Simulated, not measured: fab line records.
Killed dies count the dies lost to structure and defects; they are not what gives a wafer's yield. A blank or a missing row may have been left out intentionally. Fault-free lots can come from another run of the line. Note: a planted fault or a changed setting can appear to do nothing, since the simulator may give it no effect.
A sampling plan put to the test / flow gf180mcu / 57 faults told of in these records, all on one fab line, each judged by the records of the lots it struck
The plan is the line's own looks: the steps of the route at which a gauge or an inspection reads the wafer and doesn't change it. A look is open to judgement when struck wafers have a number at it and the file gives its usual mean and standard deviation on fault-free wafers. Caught: the struck wafers' mean, at a look after the fault's first step, is 4 or more of those standard deviations (sigma) away from the usual mean. On the tool: here the same test is run on the tool's own readings at the fault's steps. Also counted as caught: the struck wafers showing another recipe, or a record that is empty for them alone.

THE FAULTS, as the simulator had put them in
1. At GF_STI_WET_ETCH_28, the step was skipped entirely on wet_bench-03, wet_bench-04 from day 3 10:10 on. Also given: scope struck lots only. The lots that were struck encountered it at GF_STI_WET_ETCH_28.
2. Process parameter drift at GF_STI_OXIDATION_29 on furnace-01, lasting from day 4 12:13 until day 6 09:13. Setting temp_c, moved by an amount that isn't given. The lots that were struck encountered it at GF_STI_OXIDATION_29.
3. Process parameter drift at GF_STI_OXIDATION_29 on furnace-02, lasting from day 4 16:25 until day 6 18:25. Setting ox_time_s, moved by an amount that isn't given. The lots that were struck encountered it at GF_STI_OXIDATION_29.
4. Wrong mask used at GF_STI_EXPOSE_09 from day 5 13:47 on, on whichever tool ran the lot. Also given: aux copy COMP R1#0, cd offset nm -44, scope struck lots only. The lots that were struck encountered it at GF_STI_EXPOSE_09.
5. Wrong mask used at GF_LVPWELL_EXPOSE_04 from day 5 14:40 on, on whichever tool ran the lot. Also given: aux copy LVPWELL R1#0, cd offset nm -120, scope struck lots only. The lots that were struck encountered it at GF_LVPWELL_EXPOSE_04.
6. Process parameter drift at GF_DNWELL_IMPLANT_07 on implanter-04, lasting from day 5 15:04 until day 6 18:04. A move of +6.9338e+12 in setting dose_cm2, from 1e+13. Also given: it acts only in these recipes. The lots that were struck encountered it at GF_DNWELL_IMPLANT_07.
7. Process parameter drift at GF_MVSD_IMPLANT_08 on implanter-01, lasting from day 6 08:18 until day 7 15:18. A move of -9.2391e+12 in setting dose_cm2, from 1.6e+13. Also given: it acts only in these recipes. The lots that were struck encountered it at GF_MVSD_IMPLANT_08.
8. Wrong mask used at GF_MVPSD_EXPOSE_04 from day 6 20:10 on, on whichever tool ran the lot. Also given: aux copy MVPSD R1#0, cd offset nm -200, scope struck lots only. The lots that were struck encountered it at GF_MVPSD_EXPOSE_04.
9. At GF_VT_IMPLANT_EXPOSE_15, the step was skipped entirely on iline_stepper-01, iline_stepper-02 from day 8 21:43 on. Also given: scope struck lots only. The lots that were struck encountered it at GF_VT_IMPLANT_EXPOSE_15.
10. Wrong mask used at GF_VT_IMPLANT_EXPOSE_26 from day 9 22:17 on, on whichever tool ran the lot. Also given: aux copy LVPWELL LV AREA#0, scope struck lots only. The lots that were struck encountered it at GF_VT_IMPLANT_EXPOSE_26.
11. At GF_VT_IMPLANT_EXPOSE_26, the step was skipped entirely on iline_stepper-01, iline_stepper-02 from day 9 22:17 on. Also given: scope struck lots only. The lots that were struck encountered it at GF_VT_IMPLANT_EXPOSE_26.
12. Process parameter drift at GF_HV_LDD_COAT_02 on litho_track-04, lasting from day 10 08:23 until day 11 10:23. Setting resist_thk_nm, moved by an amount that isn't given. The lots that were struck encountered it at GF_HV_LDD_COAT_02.
13. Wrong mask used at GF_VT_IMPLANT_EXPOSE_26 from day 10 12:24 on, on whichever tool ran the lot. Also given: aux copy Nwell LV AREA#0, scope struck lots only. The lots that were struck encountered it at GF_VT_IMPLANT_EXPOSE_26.
14. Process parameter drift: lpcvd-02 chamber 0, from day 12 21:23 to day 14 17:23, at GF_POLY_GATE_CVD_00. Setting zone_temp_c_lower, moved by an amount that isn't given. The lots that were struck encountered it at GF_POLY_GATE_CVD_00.
15. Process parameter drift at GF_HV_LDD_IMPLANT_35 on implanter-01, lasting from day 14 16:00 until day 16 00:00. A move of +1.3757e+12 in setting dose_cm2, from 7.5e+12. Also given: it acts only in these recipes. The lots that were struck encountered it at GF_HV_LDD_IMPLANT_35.
16. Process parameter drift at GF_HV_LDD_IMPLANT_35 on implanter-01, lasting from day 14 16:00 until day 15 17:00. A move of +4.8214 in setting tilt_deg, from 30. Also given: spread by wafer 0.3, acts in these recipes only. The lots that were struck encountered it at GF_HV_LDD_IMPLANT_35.
17. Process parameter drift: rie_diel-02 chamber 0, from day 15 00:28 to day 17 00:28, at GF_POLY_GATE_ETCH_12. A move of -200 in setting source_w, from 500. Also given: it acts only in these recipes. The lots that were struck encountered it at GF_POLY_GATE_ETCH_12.
18. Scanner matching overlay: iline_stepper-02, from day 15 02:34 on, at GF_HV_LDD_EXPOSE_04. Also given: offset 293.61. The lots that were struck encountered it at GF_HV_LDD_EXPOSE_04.
19. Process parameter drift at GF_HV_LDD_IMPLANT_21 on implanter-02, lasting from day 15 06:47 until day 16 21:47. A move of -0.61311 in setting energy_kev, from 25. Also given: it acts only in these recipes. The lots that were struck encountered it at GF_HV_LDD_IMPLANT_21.
20. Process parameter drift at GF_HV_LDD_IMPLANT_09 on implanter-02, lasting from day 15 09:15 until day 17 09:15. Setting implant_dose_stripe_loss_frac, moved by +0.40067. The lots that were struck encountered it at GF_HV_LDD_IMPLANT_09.
21. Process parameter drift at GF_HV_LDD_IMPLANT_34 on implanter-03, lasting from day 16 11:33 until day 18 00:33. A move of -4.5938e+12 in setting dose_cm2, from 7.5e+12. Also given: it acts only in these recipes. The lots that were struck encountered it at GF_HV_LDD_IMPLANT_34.
22. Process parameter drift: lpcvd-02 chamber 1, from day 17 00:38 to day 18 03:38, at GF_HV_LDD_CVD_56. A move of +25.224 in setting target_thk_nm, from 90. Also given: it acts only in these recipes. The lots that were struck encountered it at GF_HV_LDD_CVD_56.
23. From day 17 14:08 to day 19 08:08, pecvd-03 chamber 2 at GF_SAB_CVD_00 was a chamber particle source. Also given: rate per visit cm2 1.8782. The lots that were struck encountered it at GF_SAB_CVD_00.
24. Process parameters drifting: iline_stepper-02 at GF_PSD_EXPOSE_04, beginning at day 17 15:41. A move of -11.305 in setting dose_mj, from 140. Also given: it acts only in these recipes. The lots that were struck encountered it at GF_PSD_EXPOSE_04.
25. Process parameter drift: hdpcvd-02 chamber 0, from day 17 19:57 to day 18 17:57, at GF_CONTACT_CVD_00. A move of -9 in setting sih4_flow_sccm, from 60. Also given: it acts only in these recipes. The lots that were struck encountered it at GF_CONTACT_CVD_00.
26. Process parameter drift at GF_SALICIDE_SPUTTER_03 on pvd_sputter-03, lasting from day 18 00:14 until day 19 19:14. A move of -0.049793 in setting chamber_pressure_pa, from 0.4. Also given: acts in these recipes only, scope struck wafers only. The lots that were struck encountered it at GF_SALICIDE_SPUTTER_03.
27. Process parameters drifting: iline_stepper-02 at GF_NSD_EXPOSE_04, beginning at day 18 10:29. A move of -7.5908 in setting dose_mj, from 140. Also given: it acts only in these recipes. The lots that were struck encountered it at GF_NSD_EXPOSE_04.
28. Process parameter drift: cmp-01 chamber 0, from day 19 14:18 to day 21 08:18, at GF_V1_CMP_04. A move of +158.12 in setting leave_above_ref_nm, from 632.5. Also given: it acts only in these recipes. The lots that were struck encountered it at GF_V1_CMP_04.
29. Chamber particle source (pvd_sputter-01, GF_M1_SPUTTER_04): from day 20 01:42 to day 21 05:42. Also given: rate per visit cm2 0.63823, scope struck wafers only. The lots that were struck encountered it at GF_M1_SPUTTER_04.
30. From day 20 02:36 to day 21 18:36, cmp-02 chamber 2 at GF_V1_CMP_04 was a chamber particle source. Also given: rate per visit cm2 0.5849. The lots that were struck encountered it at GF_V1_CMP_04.
31. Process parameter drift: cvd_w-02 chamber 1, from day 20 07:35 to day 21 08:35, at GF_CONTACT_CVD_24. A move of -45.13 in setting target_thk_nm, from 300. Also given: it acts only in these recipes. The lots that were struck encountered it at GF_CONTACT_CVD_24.
32. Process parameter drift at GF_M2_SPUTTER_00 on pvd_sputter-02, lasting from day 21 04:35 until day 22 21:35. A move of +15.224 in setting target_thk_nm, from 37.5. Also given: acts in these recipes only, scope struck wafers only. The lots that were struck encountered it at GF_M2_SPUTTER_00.
33. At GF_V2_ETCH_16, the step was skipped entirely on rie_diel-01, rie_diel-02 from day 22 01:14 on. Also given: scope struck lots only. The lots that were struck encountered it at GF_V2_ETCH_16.
34. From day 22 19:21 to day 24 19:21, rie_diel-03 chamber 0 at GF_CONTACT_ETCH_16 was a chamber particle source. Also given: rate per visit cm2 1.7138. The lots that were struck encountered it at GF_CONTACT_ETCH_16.
35. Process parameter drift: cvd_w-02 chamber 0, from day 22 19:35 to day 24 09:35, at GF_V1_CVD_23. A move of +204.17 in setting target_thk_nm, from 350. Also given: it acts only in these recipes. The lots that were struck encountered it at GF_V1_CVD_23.
36. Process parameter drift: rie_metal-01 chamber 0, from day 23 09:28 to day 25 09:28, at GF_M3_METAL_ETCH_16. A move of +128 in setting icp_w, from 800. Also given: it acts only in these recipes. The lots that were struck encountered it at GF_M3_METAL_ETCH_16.
37. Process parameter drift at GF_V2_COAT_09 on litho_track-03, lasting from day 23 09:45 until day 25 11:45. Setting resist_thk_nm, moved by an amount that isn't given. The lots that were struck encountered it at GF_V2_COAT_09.
38. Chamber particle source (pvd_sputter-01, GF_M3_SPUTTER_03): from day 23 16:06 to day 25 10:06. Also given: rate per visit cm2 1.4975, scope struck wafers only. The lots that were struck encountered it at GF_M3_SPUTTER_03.
39. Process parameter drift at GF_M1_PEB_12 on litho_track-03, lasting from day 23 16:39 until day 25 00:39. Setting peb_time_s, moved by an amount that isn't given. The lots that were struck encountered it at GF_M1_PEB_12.
40. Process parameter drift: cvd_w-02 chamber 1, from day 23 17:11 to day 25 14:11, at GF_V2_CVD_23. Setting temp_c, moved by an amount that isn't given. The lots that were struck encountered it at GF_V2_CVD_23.
41. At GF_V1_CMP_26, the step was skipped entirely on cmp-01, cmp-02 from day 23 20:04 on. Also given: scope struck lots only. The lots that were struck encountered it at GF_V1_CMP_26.
42. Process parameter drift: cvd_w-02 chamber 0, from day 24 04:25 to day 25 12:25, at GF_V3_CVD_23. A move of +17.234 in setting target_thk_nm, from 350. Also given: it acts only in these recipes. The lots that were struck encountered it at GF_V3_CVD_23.
43. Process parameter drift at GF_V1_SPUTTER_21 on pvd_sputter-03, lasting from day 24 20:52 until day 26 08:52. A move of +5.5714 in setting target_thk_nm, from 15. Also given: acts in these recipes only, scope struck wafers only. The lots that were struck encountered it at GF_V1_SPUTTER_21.
44. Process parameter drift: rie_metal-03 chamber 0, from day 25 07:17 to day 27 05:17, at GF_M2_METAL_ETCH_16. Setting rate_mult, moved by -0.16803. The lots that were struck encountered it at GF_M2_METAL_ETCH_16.
45. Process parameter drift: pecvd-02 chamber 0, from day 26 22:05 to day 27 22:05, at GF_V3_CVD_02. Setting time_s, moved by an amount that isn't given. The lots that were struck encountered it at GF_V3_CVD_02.
46. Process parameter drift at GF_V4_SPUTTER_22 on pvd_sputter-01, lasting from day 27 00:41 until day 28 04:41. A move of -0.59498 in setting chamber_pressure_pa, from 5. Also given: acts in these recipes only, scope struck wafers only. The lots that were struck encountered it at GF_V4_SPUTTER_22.
47. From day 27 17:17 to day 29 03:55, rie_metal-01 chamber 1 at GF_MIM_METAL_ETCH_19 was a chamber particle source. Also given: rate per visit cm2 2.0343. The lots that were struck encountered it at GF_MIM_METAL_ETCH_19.
48. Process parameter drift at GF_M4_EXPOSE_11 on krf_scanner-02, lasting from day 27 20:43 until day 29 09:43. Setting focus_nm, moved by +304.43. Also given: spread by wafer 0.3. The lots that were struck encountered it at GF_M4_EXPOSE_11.
49. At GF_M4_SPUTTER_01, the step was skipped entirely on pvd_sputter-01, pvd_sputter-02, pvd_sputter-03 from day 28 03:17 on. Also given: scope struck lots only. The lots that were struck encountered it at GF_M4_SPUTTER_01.
50. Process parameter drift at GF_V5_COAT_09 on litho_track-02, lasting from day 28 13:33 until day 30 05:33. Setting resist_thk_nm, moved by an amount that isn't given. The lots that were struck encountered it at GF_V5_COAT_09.
51. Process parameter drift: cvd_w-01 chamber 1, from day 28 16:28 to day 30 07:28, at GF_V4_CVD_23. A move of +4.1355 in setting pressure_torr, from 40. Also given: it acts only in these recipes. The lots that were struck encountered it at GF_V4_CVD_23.
52. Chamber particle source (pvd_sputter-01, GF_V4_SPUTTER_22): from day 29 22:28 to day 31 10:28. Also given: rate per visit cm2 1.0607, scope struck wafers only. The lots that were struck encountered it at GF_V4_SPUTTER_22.
53. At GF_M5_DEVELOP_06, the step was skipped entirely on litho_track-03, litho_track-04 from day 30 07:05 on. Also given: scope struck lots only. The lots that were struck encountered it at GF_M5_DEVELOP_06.
54. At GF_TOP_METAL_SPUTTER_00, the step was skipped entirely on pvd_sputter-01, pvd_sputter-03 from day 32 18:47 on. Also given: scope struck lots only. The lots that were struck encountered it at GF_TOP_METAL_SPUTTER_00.
55. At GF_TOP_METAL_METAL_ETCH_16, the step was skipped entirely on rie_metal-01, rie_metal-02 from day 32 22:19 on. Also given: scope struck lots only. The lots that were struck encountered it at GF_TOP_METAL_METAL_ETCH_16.
56. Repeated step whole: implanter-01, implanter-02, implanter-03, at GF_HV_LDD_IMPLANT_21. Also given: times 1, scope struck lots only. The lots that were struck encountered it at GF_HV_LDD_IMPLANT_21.
57. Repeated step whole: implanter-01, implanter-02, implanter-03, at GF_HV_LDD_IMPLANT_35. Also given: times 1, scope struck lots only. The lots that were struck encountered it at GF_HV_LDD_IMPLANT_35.

WHAT THE PLAN SAW
fault=1; on the tool itself=no reading that can be judged; first look that catches it=none of the 4 looks that can be judged after it; reading, sigma=-; median hours from its first step to that look=-; hours from the fault's start to the first struck lot there=-; judged looks passed uncaught=4
fault=2; on the tool itself=spike_tc_upper_C +21 sigma; first look that catches it=GF_STI_THK_MEAS_30; reading, sigma=STI_OXIDATION_02_THK +14; median hours from its first step to that look=1.4; hours from the fault's start to the first struck lot there=15; judged looks passed uncaught=0
fault=3; on the tool itself=under 2 sigma; first look that catches it=GF_STI_THK_MEAS_30; reading, sigma=STI_OXIDATION_02_THK +33; median hours from its first step to that look=1.4; hours from the fault's start to the first struck lot there=3; judged looks passed uncaught=0
fault=4; on the tool itself=no reading that can be judged; first look that catches it=GF_STI_CD_MEAS_12; reading, sigma=cd_nm -35; median hours from its first step to that look=6.7; hours from the fault's start to the first struck lot there=8; judged looks passed uncaught=0
fault=5; on the tool itself=no reading that can be judged; first look that catches it=no look after it can be judged; reading, sigma=-; median hours from its first step to that look=-; hours from the fault's start to the first struck lot there=-; judged looks passed uncaught=0
fault=6; on the tool itself=dose_ions_cm2 +99 or beyond sigma; first look that catches it=GF_DNWELL_TW_MEAS_09; reading, sigma=DNWELL_TW +32; median hours from its first step to that look=0.2; hours from the fault's start to the first struck lot there=9; judged looks passed uncaught=0
fault=7; on the tool itself=dose_ions_cm2 -99 or beyond sigma; first look that catches it=GF_MVSD_TW_MEAS_11; reading, sigma=MVSD_TW -23; median hours from its first step to that look=0.4; hours from the fault's start to the first struck lot there=3; judged looks passed uncaught=0
fault=8; on the tool itself=under 2 sigma; first look that catches it=not the one look that can be judged after it; reading, sigma=-; median hours from its first step to that look=-; hours from the fault's start to the first struck lot there=-; judged looks passed uncaught=1
fault=9; on the tool itself=no reading that can be judged; first look that catches it=no look after it can be judged; reading, sigma=-; median hours from its first step to that look=-; hours from the fault's start to the first struck lot there=-; judged looks passed uncaught=0
fault=10; on the tool itself=no reading that can be judged; first look that catches it=GF_VT_IMPLANT_TW_MEAS_32; reading, sigma=VT_IMPLANT_3_TW -95; median hours from its first step to that look=9.0; hours from the fault's start to the first struck lot there=14; judged looks passed uncaught=0
fault=11; on the tool itself=no reading that can be judged; first look that catches it=no look after it can be judged; reading, sigma=-; median hours from its first step to that look=-; hours from the fault's start to the first struck lot there=-; judged looks passed uncaught=0
fault=12; on the tool itself=under 2 sigma; first look that catches it=not the one look that can be judged after it; reading, sigma=-; median hours from its first step to that look=-; hours from the fault's start to the first struck lot there=-; judged looks passed uncaught=1
fault=13; on the tool itself=no reading that can be judged; first look that catches it=GF_VT_IMPLANT_TW_MEAS_32; reading, sigma=VT_IMPLANT_3_TW -95; median hours from its first step to that look=8.8; hours from the fault's start to the first struck lot there=12; judged looks passed uncaught=0
fault=14; on the tool itself=spike_tc_lower_C +59 sigma; first look that catches it=GF_POLY_GATE_THK_MEAS_01; reading, sigma=POLY_GATE_CVD_00_THK +40; median hours from its first step to that look=1.3; hours from the fault's start to the first struck lot there=12; judged looks passed uncaught=0
fault=15; on the tool itself=dose_ions_cm2 +99 or beyond sigma; first look that catches it=GF_HV_LDD_RS_MEAS_53; reading, sigma=HV_LDD_RS -4.3; median hours from its first step to that look=22.3; hours from the fault's start to the first struck lot there=33; judged looks passed uncaught=0
fault=16; on the tool itself=under 2 sigma; first look that catches it=none of the 2 looks that can be judged after it; reading, sigma=-; median hours from its first step to that look=-; hours from the fault's start to the first struck lot there=-; judged looks passed uncaught=2
fault=17; on the tool itself=rf_fwd_power_W -99 or beyond sigma; first look that catches it=none of the 7 looks that can be judged after it; reading, sigma=-; median hours from its first step to that look=-; hours from the fault's start to the first struck lot there=-; judged looks passed uncaught=7
fault=18; on the tool itself=under 2 sigma; first look that catches it=GF_HV_LDD_OVL_MEAS_08; reading, sigma=HV_LDD_OVL +99 or beyond; median hours from its first step to that look=10.4; hours from the fault's start to the first struck lot there=19; judged looks passed uncaught=0
fault=19; on the tool itself=beam_energy_keV -83 sigma; first look that catches it=no look after it can be judged; reading, sigma=-; median hours from its first step to that look=-; hours from the fault's start to the first struck lot there=-; judged looks passed uncaught=0
fault=20; on the tool itself=no reading that can be judged; first look that catches it=GF_HV_LDD_RS_MEAS_53; reading, sigma=HV_LDD_RS +8.6; median hours from its first step to that look=72.9; hours from the fault's start to the first struck lot there=92; judged looks passed uncaught=1
fault=21; on the tool itself=dose_ions_cm2 -99 or beyond sigma; first look that catches it=GF_HV_LDD_TW_MEAS_38; reading, sigma=HV_LDD_3_TW -6.4; median hours from its first step to that look=0.6; hours from the fault's start to the first struck lot there=3; judged looks passed uncaught=0
fault=22; on the tool itself=under 2 sigma; first look that catches it=GF_HV_LDD_THK_MEAS_57; reading, sigma=HV_LDD_CVD_56_THK +35; median hours from its first step to that look=1.4; hours from the fault's start to the first struck lot there=6; judged looks passed uncaught=0
fault=23; on the tool itself=under 2 sigma; first look that catches it=not the one look that can be judged after it; reading, sigma=-; median hours from its first step to that look=-; hours from the fault's start to the first struck lot there=-; judged looks passed uncaught=1
fault=24; on the tool itself=exposure_dose_mJ_cm2 -72 sigma; first look that catches it=GF_PSD_CD_MEAS_07; reading, sigma=cd_nm -10.0; median hours from its first step to that look=11.7; hours from the fault's start to the first struck lot there=13; judged looks passed uncaught=0
fault=25; on the tool itself=sih4_flow_sccm -50 sigma; first look that catches it=GF_CONTACT_THK_MEAS_01; reading, sigma=CONTACT_CVD_00_THK -16; median hours from its first step to that look=0.1; hours from the fault's start to the first struck lot there=2; judged looks passed uncaught=0
fault=26; on the tool itself=chamber_pressure_pa -52 sigma; first look that catches it=not the one look that can be judged after it; reading, sigma=-; median hours from its first step to that look=-; hours from the fault's start to the first struck lot there=-; judged looks passed uncaught=1
fault=27; on the tool itself=exposure_dose_mJ_cm2 -44 sigma; first look that catches it=GF_NSD_CD_MEAS_07; reading, sigma=cd_nm -6.4; median hours from its first step to that look=12.0; hours from the fault's start to the first struck lot there=18; judged looks passed uncaught=0
fault=28; on the tool itself=time_to_endpoint_s -13 sigma; first look that catches it=none of the 5 looks that can be judged after it; reading, sigma=-; median hours from its first step to that look=-; hours from the fault's start to the first struck lot there=-; judged looks passed uncaught=5
fault=29; on the tool itself=under 2 sigma; first look that catches it=none of the 7 looks that can be judged after it; reading, sigma=-; median hours from its first step to that look=-; hours from the fault's start to the first struck lot there=-; judged looks passed uncaught=7
fault=30; on the tool itself=under 2 sigma; first look that catches it=not the one look that can be judged after it; reading, sigma=-; median hours from its first step to that look=-; hours from the fault's start to the first struck lot there=-; judged looks passed uncaught=1
fault=31; on the tool itself=under 2 sigma; first look that catches it=GF_CONTACT_RS_MEAS_25; reading, sigma=CONTACT_W_RS +11; median hours from its first step to that look=0.1; hours from the fault's start to the first struck lot there=2; judged looks passed uncaught=0
fault=32; on the tool itself=under 2 sigma; first look that catches it=no look after it can be judged; reading, sigma=-; median hours from its first step to that look=-; hours from the fault's start to the first struck lot there=-; judged looks passed uncaught=0
fault=33; on the tool itself=the tool's record is blank for the struck wafers; first look that catches it=no look after it can be judged; reading, sigma=-; median hours from its first step to that look=-; hours from the fault's start to the first struck lot there=-; judged looks passed uncaught=0
fault=34; on the tool itself=under 2 sigma; first look that catches it=none of the 2 looks that can be judged after it; reading, sigma=-; median hours from its first step to that look=-; hours from the fault's start to the first struck lot there=-; judged looks passed uncaught=2
fault=35; on the tool itself=under 2 sigma; first look that catches it=GF_V1_RS_MEAS_24; reading, sigma=V1_W_RS -25; median hours from its first step to that look=0.1; hours from the fault's start to the first struck lot there=8; judged looks passed uncaught=0
fault=36; on the tool itself=rf_fwd_power_W +48 sigma; first look that catches it=not the one look that can be judged after it; reading, sigma=-; median hours from its first step to that look=-; hours from the fault's start to the first struck lot there=-; judged looks passed uncaught=1
fault=37; on the tool itself=under 2 sigma; first look that catches it=not the one look that can be judged after it; reading, sigma=-; median hours from its first step to that look=-; hours from the fault's start to the first struck lot there=-; judged looks passed uncaught=1
fault=38; on the tool itself=under 2 sigma; first look that catches it=none of the 2 looks that can be judged after it; reading, sigma=-; median hours from its first step to that look=-; hours from the fault's start to the first struck lot there=-; judged looks passed uncaught=2
fault=39; on the tool itself=heater_power_total_W +37 sigma; first look that catches it=none of the 2 looks that can be judged after it; reading, sigma=strongest: cd_nm at GF_M1_CD_MEAS_14, +2.5; median hours from its first step to that look=-; hours from the fault's start to the first struck lot there=-; judged looks passed uncaught=2
fault=40; on the tool itself=susceptor_temp_C -73 sigma; first look that catches it=GF_V2_RS_MEAS_24; reading, sigma=V2_W_RS +21; median hours from its first step to that look=0.1; hours from the fault's start to the first struck lot there=7; judged looks passed uncaught=0
fault=41; on the tool itself=the tool's record is blank for the struck wafers; first look that catches it=no look after it can be judged; reading, sigma=-; median hours from its first step to that look=-; hours from the fault's start to the first struck lot there=-; judged looks passed uncaught=0
fault=42; on the tool itself=under 2 sigma; first look that catches it=none of the 2 looks that can be judged after it; reading, sigma=strongest: V3_W_RS at GF_V3_RS_MEAS_24, -3.7; median hours from its first step to that look=-; hours from the fault's start to the first struck lot there=-; judged looks passed uncaught=2
fault=43; on the tool itself=under 2 sigma; first look that catches it=no look after it can be judged; reading, sigma=-; median hours from its first step to that look=-; hours from the fault's start to the first struck lot there=-; judged looks passed uncaught=0
fault=44; on the tool itself=oes_product_au -14 sigma; first look that catches it=no look after it can be judged; reading, sigma=-; median hours from its first step to that look=-; hours from the fault's start to the first struck lot there=-; judged looks passed uncaught=0
fault=45; on the tool itself=run_length_s -33 sigma; first look that catches it=GF_V3_THK_MEAS_03; reading, sigma=V3_CVD_02_THK -12; median hours from its first step to that look=0.1; hours from the fault's start to the first struck lot there=1; judged looks passed uncaught=0
fault=46; on the tool itself=chamber_pressure_pa -47 sigma; first look that catches it=no look after it can be judged; reading, sigma=-; median hours from its first step to that look=-; hours from the fault's start to the first struck lot there=-; judged looks passed uncaught=0
fault=47; on the tool itself=under 2 sigma; first look that catches it=not the one look that can be judged after it; reading, sigma=-; median hours from its first step to that look=-; hours from the fault's start to the first struck lot there=-; judged looks passed uncaught=1
fault=48; on the tool itself=exposure_dose_mJ_cm2 -26 sigma; first look that catches it=GF_M4_CD_MEAS_14; reading, sigma=cd_nm -24; median hours from its first step to that look=9.1; hours from the fault's start to the first struck lot there=37; judged looks passed uncaught=0
fault=49; on the tool itself=the tool's record is blank for the struck wafers; first look that catches it=no look after it can be judged; reading, sigma=-; median hours from its first step to that look=-; hours from the fault's start to the first struck lot there=-; judged looks passed uncaught=0
fault=50; on the tool itself=no reading that can be judged; first look that catches it=no look after it can be judged; reading, sigma=-; median hours from its first step to that look=-; hours from the fault's start to the first struck lot there=-; judged looks passed uncaught=0
fault=51; on the tool itself=chamber_pressure_Torr +58 sigma; first look that catches it=none of the 2 looks that can be judged after it; reading, sigma=strongest: V4_W_THK at GF_V4_THK_MEAS_25, +2.9; median hours from its first step to that look=-; hours from the fault's start to the first struck lot there=-; judged looks passed uncaught=2
fault=52; on the tool itself=under 2 sigma; first look that catches it=none of the 2 looks that can be judged after it; reading, sigma=strongest: PASSIVATION_CVD_00_THK at GF_PASSIVATION_THK_MEAS_01, +2.5; median hours from its first step to that look=-; hours from the fault's start to the first struck lot there=-; judged looks passed uncaught=2
fault=53; on the tool itself=no reading that can be judged; first look that catches it=no look after it can be judged; reading, sigma=-; median hours from its first step to that look=-; hours from the fault's start to the first struck lot there=-; judged looks passed uncaught=0
fault=54; on the tool itself=the tool's record is blank for the struck wafers; first look that catches it=no look after it can be judged; reading, sigma=-; median hours from its first step to that look=-; hours from the fault's start to the first struck lot there=-; judged looks passed uncaught=0
fault=55; on the tool itself=the tool's record is blank for the struck wafers; first look that catches it=no look after it can be judged; reading, sigma=-; median hours from its first step to that look=-; hours from the fault's start to the first struck lot there=-; judged looks passed uncaught=0
fault=56; on the tool itself=no reading that can be judged; first look that catches it=GF_HV_LDD_TW_MEAS_23; reading, sigma=HV_LDD_2_TW +26; median hours from its first step to that look=0.6; hours from the fault's start to the first struck lot there=-; judged looks passed uncaught=0
fault=57; on the tool itself=under 2 sigma; first look that catches it=GF_HV_LDD_TW_MEAS_38; reading, sigma=HV_LDD_3_TW +8.2; median hours from its first step to that look=0.7; hours from the fault's start to the first struck lot there=-; judged looks passed uncaught=0
Dash: fault not caught, or number not given in these records.

Caught at a look: 23 of 57. Caught on the tool: 26 of 57. By one or the other: 37 of 57.
Faults caught by the tool alone: 17, 19, 26, 28, 33, 36, 39, 41, 44, 46, 49, 51, 54, 55.
Caught at a look alone: faults 3, 4, 10, 13, 18, 20, 22, 31, 35, 56, 57.
Caught by neither: faults 1, 5, 8, 9, 11, 12, 16, 23, 29, 30, 32, 34, 37, 38, 42, 43, 47, 50, 52, 53.

THINNER SAMPLING
Were the look that catches a fault to measure just every second or every third lot (counted by lot number), the first struck lot would, at worst, be measured this late:
fault=2; struck lots at that look, in order of time=L971, L972; every lot=15 h; every second lot=21 h; every third lot=may miss all 2
fault=3; struck lots at that look, in order of time=L556, L559; every lot=3 h; every second lot=20 h; every third lot=may miss all 2
fault=4; struck lots at that look, in order of time=L940; every lot=8 h; every second lot=may miss it; every third lot=may miss it
fault=6; struck lots at that look, in order of time=L916, L918; every lot=9 h; every second lot=may miss all 2; every third lot=may miss all 2
fault=7; struck lots at that look, in order of time=L446, L448; every lot=3 h; every second lot=may miss all 2; every third lot=may miss all 2
fault=10; struck lots at that look, in order of time=L164; every lot=14 h; every second lot=may miss it; every third lot=may miss it
fault=13; struck lots at that look, in order of time=L995; every lot=12 h; every second lot=may miss it; every third lot=may miss it
fault=14; struck lots at that look, in order of time=L181; every lot=12 h; every second lot=may miss it; every third lot=may miss it
fault=15; struck lots at that look, in order of time=L257, L258; every lot=33 h; every second lot=37 h; every third lot=may miss all 2
fault=18; struck lots at that look, in order of time=L665, L666; every lot=19 h; every second lot=26 h; every third lot=may miss all 2
fault=20; struck lots at that look, in order of time=L425, L426; every lot=92 h; every second lot=100 h; every third lot=may miss all 2
fault=21; struck lots at that look, in order of time=L184, L185, L186; every lot=3 h; every second lot=14 h; every third lot=21 h
fault=22; struck lots at that look, in order of time=L990, L991; every lot=6 h; every second lot=11 h; every third lot=may miss all 2
fault=24; struck lots at that look, in order of time=L613, L614; every lot=13 h; every second lot=30 h; every third lot=may miss all 2
fault=25; struck lots at that look, in order of time=L296, L298; every lot=2 h; every second lot=may miss all 2; every third lot=may miss all 2
fault=27; struck lots at that look, in order of time=L919, L920, L923; every lot=18 h; every second lot=25 h; every third lot=may miss all 3
fault=31; struck lots at that look, in order of time=L667, L668; every lot=2 h; every second lot=18 h; every third lot=may miss all 2
fault=35; struck lots at that look, in order of time=L789, L793; every lot=8 h; every second lot=may miss all 2; every third lot=may miss all 2
fault=40; struck lots at that look, in order of time=L183, L185; every lot=7 h; every second lot=may miss all 2; every third lot=may miss all 2
fault=45; struck lots at that look, in order of time=L398; every lot=1 h; every second lot=may miss it; every third lot=may miss it
fault=48; struck lots at that look, in order of time=L354, L355; every lot=37 h; every second lot=43 h; every third lot=may miss all 2
Hours count from the start of the fault until the first struck lot that is measured. The test against the limit of 4 sigma pooled every struck wafer, which means one lot taken alone may stay below that limit. Other struck lots may not be in these records.

THE LONGEST TIMED WAY FROM STEP TO LOOK
Fault 20: a median of 72.9 hours passes between GF_HV_LDD_IMPLANT_09 and GF_HV_LDD_RS_MEAS_53. The look between them that can be judged stayed within 4 sigma: GF_HV_LDD_TW_MEAS_50.
